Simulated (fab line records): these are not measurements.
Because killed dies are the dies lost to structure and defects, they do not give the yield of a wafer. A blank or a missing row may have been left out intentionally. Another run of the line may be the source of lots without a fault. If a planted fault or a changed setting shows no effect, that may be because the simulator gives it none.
Chamber matching :: flow gf180mcu :: GF_STI_CMP_25 on cmp-02 has 4 sister chambers
The step polishes, stops on Si3N4, t overpolish 33 s, target thk 524.6 nm. 14 wafers are shown with their chamber, then 7 later ones without.

== WAFERS, EACH WITH ITS CHAMBER ==
wafer: L508.1
chamber: 1
motor current A (A): 12.8
time to endpoint s (s): 132
overpolish run s (s): 33.007

wafer: L508.2
chamber: 0
motor current A (A): 10.0
time to endpoint s (s): 134
overpolish run s (s): 33.012

wafer: L508.5
chamber: 2
motor current A (A): 13.3
time to endpoint s (s): 129
overpolish run s (s): 32.998

wafer: L509.2
chamber: 3
motor current A (A): 12.4
time to endpoint s (s): 123
overpolish run s (s): 32.994

wafer: L509.3
chamber: 2
motor current A (A): 12.9
time to endpoint s (s): 124
overpolish run s (s): 32.990

wafer: L509.6
chamber: 2
motor current A (A): 13.1
time to endpoint s (s): 122
overpolish run s (s): 32.995

wafer: L512.2
chamber: 3
motor current A (A): 11.7
time to endpoint s (s): 125
overpolish run s (s): 33.007

wafer: L512.3
chamber: 1
motor current A (A): 13.0
time to endpoint s (s): 127
overpolish run s (s): 32.990

wafer: L512.6
chamber: 1
motor current A (A): 13.0
time to endpoint s (s): 126
overpolish run s (s): 32.989

wafer: L516.1
chamber: 2
motor current A (A): 12.9
time to endpoint s (s): 123
overpolish run s (s): 33.004

wafer: L516.3
chamber: 3
motor current A (A): 12.2
time to endpoint s (s): 125
overpolish run s (s): 32.998

wafer: L516.5
chamber: 3
motor current A (A): 12.2
time to endpoint s (s): 120
overpolish run s (s): 32.995

wafer: L518.3
chamber: 0
motor current A (A): 10.4
time to endpoint s (s): 127
overpolish run s (s): 32.985

wafer: L518.5
chamber: 0
motor current A (A): 10.5
time to endpoint s (s): 126
overpolish run s (s): 33.008

SIGNATURES, as means of the wafers listed above
reading: motor current A
chamber 0: 10.300
chamber 1: 12.933
chamber 2: 13.050
chamber 3: 12.125
scatter within a chamber: 0.233

reading: time to endpoint s
chamber 0: 129.00
chamber 1: 128.33
chamber 2: 124.50
chamber 3: 123.25
scatter within a chamber: 3.23

reading: overpolish run s
chamber 0: 33.00167
chamber 1: 32.99533
chamber 2: 32.99675
chamber 3: 32.99850
scatter within a chamber: 0.00915
Rule: for each reading, subtract the chamber's mean from the wafer's reading, divide by that reading's scatter and square the result; add these up over the readings and take the root, which gives the wafer's distance from the chamber. If the next closest chamber is less than 2 further off than the closest, the wafer can't be placed; otherwise it belongs to the closest. The scatter is the square root of a quotient: the sum, over the shown wafers, of each reading's squared deviation from its chamber's mean, divided by wafers minus chambers.

== WAFERS WHOSE CHAMBER IS MISSING ==
wafer: L518.6
motor current A (A): 11.7
time to endpoint s (s): 126
overpolish run s (s): 32.999

wafer: L522.2
motor current A (A): 9.8
time to endpoint s (s): 129
overpolish run s (s): 33.011

wafer: L522.4
motor current A (A): 12.8
time to endpoint s (s): 127
overpolish run s (s): 32.996

wafer: L522.5
motor current A (A): 13.2
time to endpoint s (s): 125
overpolish run s (s): 33.003

wafer: L523.4
motor current A (A): 12.6
time to endpoint s (s): 134
overpolish run s (s): 33.006

wafer: L523.5
motor current A (A): 11.7
time to endpoint s (s): 135
overpolish run s (s): 32.992

wafer: L523.6
motor current A (A): 13.1
time to endpoint s (s): 135
overpolish run s (s): 32.996

== EACH ONE'S CHAMBER ==
wafer: L518.6
from the rows above: 3
in truth: 3

wafer: L522.2
from the rows above: 0
in truth: 0

wafer: L522.4
from the rows above: can't be placed: 1 or 2
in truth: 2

wafer: L522.5
from the rows above: can't be placed: 2 or 1
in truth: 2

wafer: L523.4
from the rows above: can't be placed: 1 or 2 or 3
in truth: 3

wafer: L523.5
from the rows above: can't be placed: 3 or 1
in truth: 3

wafer: L523.6
from the rows above: can't be placed: 1 or 2
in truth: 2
Correctly placed: 2 of 7. From these rows, 5 cannot be placed; in 5 the true chamber is one of the candidates. Placed wrongly: 0.
